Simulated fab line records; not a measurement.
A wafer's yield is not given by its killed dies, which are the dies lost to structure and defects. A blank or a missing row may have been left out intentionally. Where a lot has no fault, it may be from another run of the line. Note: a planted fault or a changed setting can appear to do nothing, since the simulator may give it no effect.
2 desks, one fault	flow gf180mcu	numbers are kept per desk, each desk with only its own; the story behind them comes last

== DESK OF THE TOOL OWNER: cvd_w-01 ==
The tool's own readings at GF_CONTACT_CVD_24 (deposits W, target thk 300 nm, time 90.339 s): means of the sampled wafers that have a number, for each lot that ran on this tool. Any lot whose mean is over 4 standard deviations away from the usual mean is out of limits and marked OUT; that distance is given in the brackets.
Columns: A = heater_power_w at GF_CONTACT_CVD_24, usual 798 W; B = susceptor_temp_C at GF_CONTACT_CVD_24, usual 399.99 C
lot	first seen here	A	B
L813	day 16 20:34	782	399.98
L815	day 17 15:43	772	399.82
L816	day 18 01:46	798	400.09
L817	day 18 11:58	787	399.95
L819	day 19 04:51	796	399.86
L825	day 21 08:05	784	400.07
L829	day 22 21:08	707	382.99 (-77) OUT
L830	day 23 08:13	716	383.01 (-77) OUT
This desk's finding: out of limits on L829, L830; first on L829, day 22 21:08 (susceptor_temp_C at GF_CONTACT_CVD_24). L813, L815, L816, L817, L819, L825 stayed within limits.

== AT THE METROLOGY DESK ==
Lot by lot, what the gauges showed, no matter which tool ran the lot: averages of those sampled wafers that carry a number. Any lot whose mean is over 4 standard deviations away from the usual mean is out of limits and marked OUT; that distance is given in the brackets.
Columns: A = CONTACT_W_RS at GF_CONTACT_RS_MEAS_25, usual 0.381 ohm/sq; B = CONTACT_W_THK at GF_CONTACT_THK_MEAS_26, usual 292 nm
lot	first seen here	A	B
L813	day 16 20:40	0.377	301
L815	day 17 15:49	0.386	290
L816	day 18 01:59	0.376	297
L817	day 18 12:04	0.378	297
L819	day 19 04:57	0.384	292
L823	day 20 23:39	0.382	292
L825	day 21 08:11	0.380	297
L829	day 22 21:15	0.526 (+29) OUT	213 (-17) OUT
L830	day 23 08:20	0.527 (+29) OUT	213 (-17) OUT
L831	day 23 11:04	0.381	294
L834	day 24 04:17	0.382	289
Finding of this desk: L829, L830 out of limits, first seen on L829 at day 22 21:15 (CONTACT_W_RS at GF_CONTACT_RS_MEAS_25). L813, L815, L816, L817, L819, L823, L825, L831, L834 stayed within limits.

== TAKEN TOGETHER ==
At day 22 21:08, on L829, L830, the tool owner's desk was in a position to raise an alarm.
L829, L830 would have let the metrology desk raise an alarm at day 22 21:15.
Of the lots named, all ran GF_CONTACT_CVD_24 on cvd_w-01.

== WHAT THE SIMULATOR PUT IN ==
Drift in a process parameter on cvd_w-01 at GF_CONTACT_CVD_24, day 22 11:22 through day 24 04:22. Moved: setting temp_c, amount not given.
Lots struck among those shown: L829, L830.
Hours from the fault's start to each desk's first reading out of limits: the tool owner's desk, 10; the metrology desk, 10.
